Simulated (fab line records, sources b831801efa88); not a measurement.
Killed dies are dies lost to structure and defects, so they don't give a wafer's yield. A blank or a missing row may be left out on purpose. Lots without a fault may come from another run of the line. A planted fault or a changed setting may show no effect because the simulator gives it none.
fab line records | flow sky130
record lots=11 wafers=33 last_day=49
route steps=708 shown METAL3@569 METAL4@629 VIA4@652 PAD_OPEN@708
lots that met no fault: from a run of the same line without faults
start_h: hours from the record's first day to the start of the lot's first wafer shown | wait_h: hours since the lot's step before | " the same as in the row above | L1.1+2: a row that stands for several wafers | - no value, or no start given | * or withheld: withheld | < > ~ a bound
route shown NAME@n: a module of which the file shows steps, and the number in the route of the first | usual: mean/standard deviation of fault-free wafers | same: alike in all rows | chamber/n: place in a boat | sites: the reading at each site | _std_site: their standard deviation | _edge_site: outer sites' mean less inner sites' | radius_mm: how far each site lies from the wafer's centre | mask NAME#n: copy n | behind: the tool/chamber that last shaped the wafer | hold: why the lot was held/for how many hours/how that ended | device: the transistor (n, p or np) that didn't switch | end of line: the same wafers' tests at the end of the route | a step without rows: its recipe alone | killed: dies lost to structure and defects at the first sort, not the wafer's yield | map: a wafer's dies, x killed, . not, _ none there
set.NAME: the setting as run; set.NAME@STEP: as run at that earlier step | model.NAME: the simulator's own value behind a step, which no gauge read
steps of the route over a sample of lots; a table a step, a row a wafer
services: from which hour (start_h, from the record's first day; less than 0 if before it) a tool's chamber was out of use, for how many hours, and why
## steps
# step SKY_METAL3_STRIP_19
# recipe chemistry=O2/N2 power_w=1400 pressure_mtorr=1500 platen_temp_c=withheld o2_flow_sccm=3000 n2_flow_sccm=300 overash_fraction=0.5
# usual drypump_motor_current_A=5.6/0.67 oes_product_au=0.504/0.0068 strip_time_to_endpoint_s=6.57/0.11
# columns lot.wafer tool chamber start_h wait_h drypump_motor_current_A oes_product_au rf_hours_counter_h strip_time_to_endpoint_s
L841.1 plasma_asher-01 0 904.30 0.1 6.6 0.507 81 6.59
L841.3 " 1 " " 5.1 0.499 - 6.55
L841.4 " 0 " " 6.5 0.515 - 6.59
L842.1 plasma_asher-01 0 904.99 0.1 6.6 0.494 81 6.34
L842.2 " 1 " " 5.1 0.511 81 6.59
L842.5 " 1 " " 5.1 0.484 - 6.34
L843.1 plasma_asher-02 1 919.21 0.1 4.8 0.502 17 6.58
L843.4 " 0 " " 6.1 0.506 - 6.56
L843.5 " 1 " " 4.7 0.506 - 6.54
L844.1 plasma_asher-02 0 926.56 0.1 6.1 0.499 18 6.47
L844.4 " 1 " " 4.8 0.494 - 6.52
L844.6 " 0 " " 6.1 0.505 - 6.61
L847.3 plasma_asher-02 0 945.44 0.1 6.1 0.499 - 6.61
L847.4 " 1 " " 4.8 0.519 - 6.73
L847.6 " 1 " " 4.8 0.504 - 6.59
L848.3 plasma_asher-02 1 968.86 0.2 4.8 0.506 - 6.59
L848.4 " 0 " " 6.1 0.497 - 6.57
L848.5 " 1 " " 4.8 0.503 - 6.61
L851.2 plasma_asher-03 0 978.80 0.1 5.4 0.498 48 6.52
L851.3 " 1 " " 5.8 0.504 - 6.55
L851.5 " 0 " " 5.4 0.507 - 6.60
L855.2 plasma_asher-02 0 1001.59 0.1 6.1 0.504 26 6.63
L855.3 " 1 " " 4.8 0.501 - 6.64
L855.6 " 0 " " 6.1 0.508 - 6.63
L856.2 plasma_asher-02 1 1007.30 0.1 4.8 0.520 27 6.68
L856.3 " 0 " " 6.1 0.504 - 6.40
L856.4 " 1 " " 4.8 0.509 - 6.59
L858.1 plasma_asher-02 1 1021.84 0.1 4.7 0.509 28 6.72
L858.2 " 0 " " 6.1 0.496 28 6.54
L858.5 " 1 " " 4.7 0.498 - 6.49
L859.1 plasma_asher-01 0 1029.96 0.1 6.5 0.506 95 6.53
L859.4 " 0 " " 6.6 0.505 - 6.58
L859.6 " 1 " " 5.0 0.510 - 6.69
# step SKY_METAL4_CD_MEAS_13
# recipe target_cd_nm=300
# usual cd_nm=299.6/1.4
# columns lot.wafer tool chamber start_h wait_h cd_nm
L841.1 cd_sem-01 - 980.23 - 298.2
L841.3 " - " " 298.5
L841.4 " - " " 299.6
L842.1 cd_sem-02 - 981.51 - 298.9
L842.2 " - " " 299.0
L842.5 " - " " 299.2
L843.1 cd_sem-01 - 994.46 - 298.8
L843.4 " - " " 299.6
L843.5 " - " " 300.4
L844.1 cd_sem-01 - 1002.69 - 296.6
L844.4 " - " " 296.2
L844.6 " - " " 297.4
L847.3 cd_sem-02 - 1020.08 - 299.6
L847.4 " - " " 299.6
L847.6 " - " " 298.7
L848.3 cd_sem-02 - 1040.53 - 298.2
L848.4 " - " " 298.9
L848.5 " - " " 298.5
L851.2 cd_sem-01 - 1050.54 - 302.7
L851.3 " - " " 301.7
L851.5 " - " " 301.3
L855.2 cd_sem-02 - 1071.80 - 299.8
L855.3 " - " " 301.6
L855.6 " - " " 300.8
L856.2 cd_sem-01 - 1076.79 - 298.7
L856.3 " - " " 299.0
L856.4 " - " " 297.0
L858.1 cd_sem-02 - 1089.87 - 298.5
L858.2 " - " " 298.8
L858.5 " - " " 300.1
L859.1 cd_sem-02 - 1097.84 - 300.5
L859.4 " - " " 299.8
L859.6 " - " " 299.4
# step SKY_METAL4_ETCH_16
# recipe chemistry=N2/H2 target=BARC ion_energy_ev=200 bias_w=100 pressure_mtorr=30 n2_flow_sccm=100 h2_flow_sccm=200 icp_w=500 stop_on=SiO2 time_s=88.2 target_depth_a=600
# usual drypump_motor_current_A=6.0/0.49 oes_product_au=0.625/0.0048 rf_fwd_power_W=496.5/1.7 throttle_valve_pct=13.205/0.0092
# columns lot.wafer tool chamber start_h wait_h drypump_motor_current_A oes_product_au rf_fwd_power_W rf_hours_counter_h throttle_valve_pct
L841.1 rie_metal-03 1 980.41 0.0 5.0 0.628 499.5 8 13.199
L841.3 " 1 " " 5.0 0.629 498.2 - 13.197
L841.4 " 0 " " 6.4 0.626 498.4 - 13.208
L842.1 rie_metal-04 1 981.73 0.1 6.2 0.629 495.0 11 13.215
L842.2 " 1 " " 6.2 0.625 493.9 - 13.208
L842.5 " 1 " " 6.2 0.631 496.2 - 13.201
L843.1 rie_metal-02 0 994.65 0.0 6.2 0.627 493.0 0 13.199
L843.4 " 1 " " 5.7 0.622 495.2 - 13.205
L843.5 " 0 " " 6.1 0.627 494.6 - 13.210
L844.1 rie_metal-04 1 1002.88 0.0 6.2 0.622 495.2 13 13.217
L844.4 " 0 " " 6.1 0.622 499.0 - 13.197
L844.6 " 1 " " 6.2 0.627 494.9 - 13.202
L847.3 rie_metal-03 0 1020.26 0.0 6.4 0.621 496.4 - 13.201
L847.4 " 1 " " 5.0 0.627 495.5 - 13.218
L847.6 " 1 " " 5.0 0.633 494.9 - 13.214
L848.3 rie_metal-03 0 1040.71 0.0 6.4 0.625 498.0 - 13.203
L848.4 " 1 " " 5.0 0.625 495.9 - 13.210
L848.5 " 1 " " 5.0 0.624 495.7 - 13.207
L851.2 rie_metal-03 0 1050.70 0.0 6.4 0.632 577.5 15 13.185
L851.3 " 0 " " 6.4 0.626 579.3 - 13.212
L851.5 " 1 " " 5.0 0.619 579.3 - 13.207
L855.2 rie_metal-03 0 1071.96 0.0 6.4 0.633 577.3 17 13.207
L855.3 " 1 " " 5.0 0.617 576.8 - 13.215
L855.6 " 1 " " 5.0 0.624 578.1 - 13.194
L856.2 rie_metal-04 1 1076.96 0.0 6.2 0.619 495.8 17 13.205
L856.3 " 0 " " 6.1 0.629 497.3 - 13.193
L856.4 " 1 " " 6.2 0.627 493.6 - 13.201
L858.1 rie_metal-04 1 1090.05 0.0 6.2 0.622 495.7 18 13.196
L858.2 " 0 " " 6.1 0.627 494.8 20 13.209
L858.5 " 0 " " 6.1 0.619 497.5 - 13.187
L859.1 rie_metal-04 0 1098.03 0.0 6.1 0.629 498.0 20 13.202
L859.4 " 0 " " 6.1 0.620 499.1 - 13.212
L859.6 " 0 " " 6.2 0.628 499.2 - 13.220
# step SKY_VIA4_STRIP_13
# recipe chemistry=O2/N2 power_w=1400 pressure_mtorr=1500 platen_temp_c=withheld o2_flow_sccm=3000 n2_flow_sccm=300 overash_fraction=0.5
# usual drypump_motor_current_A=5.6/0.66 oes_product_au=0.709/0.0045 strip_time_to_endpoint_s=12.82/0.037
# columns lot.wafer tool chamber start_h wait_h drypump_motor_current_A oes_product_au rf_hours_counter_h strip_time_to_endpoint_s
L841.1 plasma_asher-01 1 1005.23 - 5.1 0.698 92 12.93
L841.3 " 1 " " 5.0 0.712 - 12.86
L841.4 " 0 " " 6.6 0.709 - 12.89
L842.1 plasma_asher-02 0 1005.56 - 6.1 0.706 27 12.79
L842.2 " 1 " " 4.8 0.711 27 12.81
L842.5 " 0 " " 6.1 0.710 - 12.83
L843.1 plasma_asher-01 1 1018.67 - 5.1 0.718 94 12.85
L843.4 " 1 " " 5.1 0.706 - 12.83
L843.5 " 0 " " 6.5 0.713 - 12.81
L844.1 plasma_asher-02 1 1026.36 - 4.8 0.708 29 12.79
L844.4 " 1 " " 4.8 0.709 - 12.82
L844.6 " 1 " " 4.8 0.706 - 12.81
L847.3 plasma_asher-02 0 1043.96 - 6.1 0.712 - 12.82
L847.4 " 1 " " 4.8 0.704 - 12.81
L847.6 " 0 " " 6.1 0.713 - 12.83
L848.3 plasma_asher-01 1 1064.20 - 5.0 0.708 - 12.84
L848.4 " 0 " " 6.5 0.708 - 12.77
L848.5 " 0 " " 6.5 0.708 - 12.86
L851.2 plasma_asher-02 0 1073.62 - 6.1 0.715 33 12.90
L851.3 " 1 " " 4.8 0.707 - 12.86
L851.5 " 0 " " 6.1 0.697 - 12.89
L855.2 plasma_asher-02 1 1094.21 - 4.7 0.710 36 12.85
L855.3 " 1 " " 4.8 0.714 - 12.77
L855.6 " 1 " " 4.8 0.707 - 12.78
L856.2 plasma_asher-02 1 1098.74 - 4.8 0.713 36 12.89
L856.3 " 0 " " 6.1 0.707 - 12.84
L856.4 " 1 " " 4.7 0.717 - 12.83
L858.1 plasma_asher-01 0 1111.34 - 6.5 0.705 102 12.80
L858.2 " 1 " " 5.0 0.707 102 12.80
L858.5 " 0 " " 6.5 0.709 - 12.77
L859.1 plasma_asher-01 0 1119.02 - 6.5 0.712 103 12.78
L859.4 " 0 " " 6.6 0.706 - 12.77
L859.6 " 0 " " 6.6 0.712 - 12.78
# step SKY_PAD_OPEN_PROBE_99
# usual defect_limited_yield=82.4/2 killed_at_M0_to_M3=43/6.6 killed_at_M4_up=3.0/1.7 killed_at_contacts=24/5.4 killed_at_front_end=16/4.6 killed_at_other=0.3/0.53 killed_dies=87/9.7 killed_open=47/7.3 killed_short=39/6.5 sort_bin_3_pad_short=0.9/0.41 sort_bin_5_function=10.4/1.4 sort_bin_6_memory=6.3/1.2 sort_n_pass=405/9.7 sort_yield_pct=82.4/2
# same gross_dies=492 killed_at_back_side=0 sort_bin_4_leakage[%]=0 sort_bin_8_speed[%]=0
# columns lot.wafer tool chamber start_h wait_h defect_limited_yield[%] killed_at_M0_to_M3 killed_at_M4_up killed_at_contacts killed_at_front_end killed_at_other killed_dies killed_open killed_short sort_bin_3_pad_short[%] sort_bin_5_function[%] sort_bin_6_memory[%] sort_n_pass sort_yield_pct[%]
L844.1 prober-02 - 1095.76 0.1 83.9 39 2 23 14 1 79 43 36 0.8 9.8 5.5 413 83.9
L844.4 prober-02 - 1095.91 0.2 82.1 42 6 25 14 1 88 45 43 1.0 12.0 4.9 404 82.1
L844.6 prober-02 - 1096.01 0.2 81.9 45 0 27 17 0 89 48 41 0.2 11.6 6.3 403 81.9
L848.3 prober-01 - 1128.99 0.2 83.1 36 6 27 12 2 83 52 31 0.6 10.4 5.9 409 83.1
L848.4 prober-01 - 1129.04 0.2 81.3 47 3 19 22 1 92 53 39 0.2 12.4 6.1 400 81.3
L848.5 prober-01 - 1129.09 0.2 81.1 44 2 27 19 1 93 54 39 0.8 11.6 6.5 399 81.1
L855.2 prober-02 - 1157.85 0.1 81.3 49 4 20 19 0 92 59 33 0.6 10.8 7.3 400 81.3
L859.1 prober-02 - 1177.78 0.1 80.9 42 6 31 15 0 94 55 39 0.8 9.3 8.9 398 80.9
L859.4 prober-02 - 1177.93 0.2 81.3 42 1 31 18 0 92 46 46 1.0 11.0 6.7 400 81.3
L859.6 prober-02 - 1178.03 0.2 79.5 43 4 36 18 0 101 48 53 1.4 13.4 5.7 391 79.5
# killed by level:class
L844.1 LI_CONTACT:geometric_particle:open=10 VIA1:geometric_particle:open=6 VIA2:geometric_particle:open=6 METAL2:geometric_particle:short=5 CONTACT:geometric_particle:short=5 CONTACT:geometric_particle:open=5 FIELD_ISO:geometric_particle:open=4 VIA2:geometric_particle:short=4
L844.4 METAL1:geometric_particle:short=10 VIA1:geometric_particle:open=8 FIELD_ISO:geometric_particle:short=6 VIA3:geometric_particle:open=6 LI_CONTACT:geometric_particle:open=5 LOCAL_INTERCONNECT:geometric_particle:short=5 CONTACT:geometric_particle:open=5 FIELD_ISO:geometric_particle:open=4
L844.6 LI_CONTACT:geometric_particle:open=9 CONTACT:geometric_particle:open=9 VIA2:geometric_particle:open=9 METAL1:geometric_particle:short=7 POLY_GATE:geometric_particle:open=6 VIA1:geometric_particle:short=6 LOCAL_INTERCONNECT:geometric_particle:short=6 VIA1:geometric_particle:open=5
L848.3 VIA1:geometric_particle:open=14 LI_CONTACT:geometric_particle:open=7 LI_CONTACT:geometric_particle:short=5 CONTACT:geometric_particle:open=5 VIA2:geometric_particle:open=5 POLY_GATE:geometric_particle:open=4 LOCAL_INTERCONNECT:geometric_particle:open=4 METAL1:geometric_particle:short=4
L848.4 VIA2:geometric_particle:open=10 VIA3:geometric_particle:open=9 VIA1:geometric_particle:open=8 FIELD_ISO:geometric_particle:open=7 LI_CONTACT:geometric_particle:open=7 CONTACT:geometric_particle:open=7 METAL2:geometric_particle:short=6 POLY_GATE:geometric_particle:short=5
L848.5 CONTACT:geometric_particle:open=10 VIA1:geometric_particle:open=9 LI_CONTACT:geometric_particle:open=8 VIA2:geometric_particle:open=8 FIELD_ISO:geometric_particle:open=7 METAL1:geometric_particle:short=7 METAL2:geometric_particle:short=6 CONTACT:geometric_particle:short=5
L855.2 VIA1:geometric_particle:open=13 CONTACT:geometric_particle:open=11 VIA2:geometric_particle:open=10 VIA3:geometric_particle:open=8 METAL2:geometric_particle:short=6 POLY_GATE:geometric_particle:open=5 VIA3:geometric_particle:short=4 FIELD_ISO:geometric_particle:open=3
L859.1 CONTACT:geometric_particle:open=11 VIA1:geometric_particle:open=11 CONTACT:geometric_particle:short=7 METAL1:geometric_particle:short=7 FIELD_ISO:geometric_particle:open=6 VIA2:geometric_particle:open=6 POLY_GATE:geometric_particle:open=6 LI_CONTACT:geometric_particle:open=6
L859.4 CONTACT:geometric_particle:open=13 VIA1:geometric_particle:open=7 VIA1:geometric_particle:short=7 VIA3:geometric_particle:open=6 POLY_GATE:geometric_particle:short=4 LI_CONTACT:geometric_particle:short=4 LI_CONTACT:geometric_particle:open=4 LOCAL_INTERCONNECT:geometric_particle:short=4
L859.6 CONTACT:geometric_particle:open=13 LI_CONTACT:geometric_particle:open=10 LOCAL_INTERCONNECT:geometric_particle:short=8 METAL1:geometric_particle:short=7 VIA1:geometric_particle:short=6 VIA3:geometric_particle:short=6 VIA1:geometric_particle:open=5 VIA2:geometric_particle:open=5
## services
# columns tool chamber start_h hours kind
plasma_asher-03 - 886.13 32.1 repair
plasma_asher-01 - 905.24 1.4 repair
plasma_asher-03 - 918.24 10.0 pm
plasma_asher-03 - 928.24 20.6 pm
plasma_asher-03 - 940.36 5.2 repair
rie_metal-02 0 962.38 - clean
rie_metal-02 0 962.38 24.5 scheduled_down
rie_metal-02 0 962.38 24.5 vent_cycle
rie_metal-04 0 978.79 14.7 repair
plasma_asher-02 - 1016.69 2.8 pm
plasma_asher-01 - 1082.39 9.2 repair
rie_metal-02 1 1089.33 14.9 repair
## key
first_sign step=SKY_METAL4_ETCH_16 reading=rf_fwd_power_W direction=up sigmas=49 usual=496.5 struck=578.0
effect none on later readings
met_at SKY_METAL4_ETCH_16
struck_lots L851,L855
not_acting_at SKY_METAL3_STRIP_19,SKY_METAL4_CD_MEAS_13,SKY_VIA4_STRIP_13
onset_between 1040.71 1050.70
fault kind=process_parameter_drift tool=rie_metal-03 chamber=- onset_h=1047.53 steps=SKY_METAL4_ETCH_16 channel=icp_w offset=80 shape=step end_h=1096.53 acts_in=these_recipes_only stated=500
